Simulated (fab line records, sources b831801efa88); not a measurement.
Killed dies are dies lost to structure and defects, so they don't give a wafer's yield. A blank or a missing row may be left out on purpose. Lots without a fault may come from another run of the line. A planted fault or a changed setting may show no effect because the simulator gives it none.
A struck lot beside a sound one | flow sky130 | 16 steps out of a route of 708
Sound: wafers L550.1, L550.2, L550.3. Struck: wafer L551.1. (L551.3, L551.4 of the same lot were not struck and are left out.) The cause comes at the end.
At each step with rows: each side's tool, then ch and its chambers, then its first start. Under that, the readings that differ: sound wafers | struck wafers | difference of the means | sigmas: that difference in standard deviations of wafers without a fault.
alike: readings whose means differ by less than 2 such deviations, and words and numbers that are the same on both sides. not compared: withheld readings, readings that some wafer has no value for, bounds like >300 that may hide the same value, and numbers for which the record gives no deviation and whose values overlap.
The two part at a step that has a row with sigmas, a row that says differs or no value, or rows on one side only. Numbers that don't overlap but have no deviation are shown without sigmas and don't part them. A reading that every wafer of one side lacks parts them only if that side has two wafers or more.

SKY_LDD_P_OVL_MEAS_08:
  sound on overlay-01, day 19 00:26; struck on overlay-02, day 20 00:08
  alike: LDD_P_OVL
then, 1 step without rows for these wafers: SKY_LDD_P_IMPLANT_09.
SKY_LDD_P_STRIP_10: strips in O2/N2.
  sound on plasma_asher-01 ch 0,1, day 19 00:38; struck on plasma_asher-01 ch 1, day 20 00:20
  alike: chamber_pressure_mTorr, drypump_motor_current_A, o2_flow_sccm, oes_product_au, strip_time_to_endpoint_s
  not compared: rf_hours_counter_h
SKY_LDD_P_TW_MEAS_11:
  sound on film_metro-04, day 19 00:44; struck on film_metro-04, day 20 00:26
  alike: LDD_P_TW
then, 7 steps without rows for these wafers: SKY_LDD_HVN_DEHYDRATE_00 (time 60 s); SKY_LDD_HVN_HMDS_01 (prime time 60 s); SKY_LDD_HVN_COAT_02 (resist thk 300 nm); SKY_LDD_HVN_SOFTBAKE_03 (time 60 s); SKY_LDD_HVN_EXPOSE_04 (exposes mask HVNTM, target cd 700 nm); SKY_LDD_HVN_PEB_05; SKY_LDD_HVN_DEVELOP_06 (develop time 60 s).
SKY_LDD_HVN_OVL_MEAS_07:
  sound on overlay-02, day 20 07:42; struck on overlay-02, day 21 07:29
  alike: LDD_HVN_OVL
SKY_LDD_HVN_IMPLANT_08:
  sound on implanter-01 ch 0, day 20 07:44; struck on implanter-01 ch 0, day 21 07:31
  alike: beam_energy_keV
SKY_LDD_HVN_STRIP_09: strips in O2/N2.
  sound on plasma_asher-01 ch 0,1, day 20 07:53; struck on plasma_asher-01 ch 0, day 21 07:40
  alike: chamber_pressure_mTorr, drypump_motor_current_A, o2_flow_sccm, oes_product_au, strip_time_to_endpoint_s
  not compared: rf_hours_counter_h
SKY_LDD_HVN_TW_MEAS_10:
  sound on film_metro-01, day 20 07:59; struck on film_metro-01, day 21 07:46
  reading    | sound          | struck | difference | sigmas
  LDD_HVN_TW | 1444 1440 1438 | 1397   | -44        | -4
  not compared: hold
-- the record jumps here: 25 days lie between the struck wafers' starts before and after (it left off in module LDD_HVN and takes up again in module PAD_OPEN, whose first step shown is number 708 of the route) --
SKY_PAD_OPEN_PROBE_99:
  sound on prober-02, day 45 21:56; struck on prober-02, day 46 16:50
  reading                                        | sound                    | struck  | difference | sigmas
  killed_at_front_end                            | 19 19 19                 | 6       | -13        | -3
  killed_dies                                    | 101 94 89                | 75      | -20        | -2
  model.etest.tip_n_5v.rs_ohm_sq                 | 1373 1357 1356           | 1673    | +311       |
  model.etest.tip_n_5v.rs_ohm_sq_range           | 21.97 32.78 27.14        | 306.3   | +279.0     |
  model.etest.tip_n_5v.rs_ohm_sq_rim_less_centre | -8.583 -25.95 0.1642     | -149.1  | -137.6     |
  model.etest.nfet_g5v0d10v5.r_on_ohm_um         | 1879 1881 1863           | 1917    | +43        |
  model.etest.nfet_g5v0d10v5.drive_ua_um         | 601.8 607 608.1          | 594.6   | -11.0      |
  model.etest.nfet_g5v0d10v5.vt_sat_v (V)        | 0.7684 0.758 0.7686      | 0.7704  | +0.0054    |
  model.etest.nfet_g5v0d10v5.vt_v_range          | 0.01497 0.01471 0.009809 | 0.02236 | +0.00920   |
  alike: killed_at_M0_to_M3, killed_at_M4_up, killed_at_contacts, killed_at_other, killed_open, killed_short

WHERE THEY PART
First at SKY_LDD_HVN_TW_MEAS_10; last, within this record, at SKY_PAD_OPEN_PROBE_99.

WHY: what the simulator had put in
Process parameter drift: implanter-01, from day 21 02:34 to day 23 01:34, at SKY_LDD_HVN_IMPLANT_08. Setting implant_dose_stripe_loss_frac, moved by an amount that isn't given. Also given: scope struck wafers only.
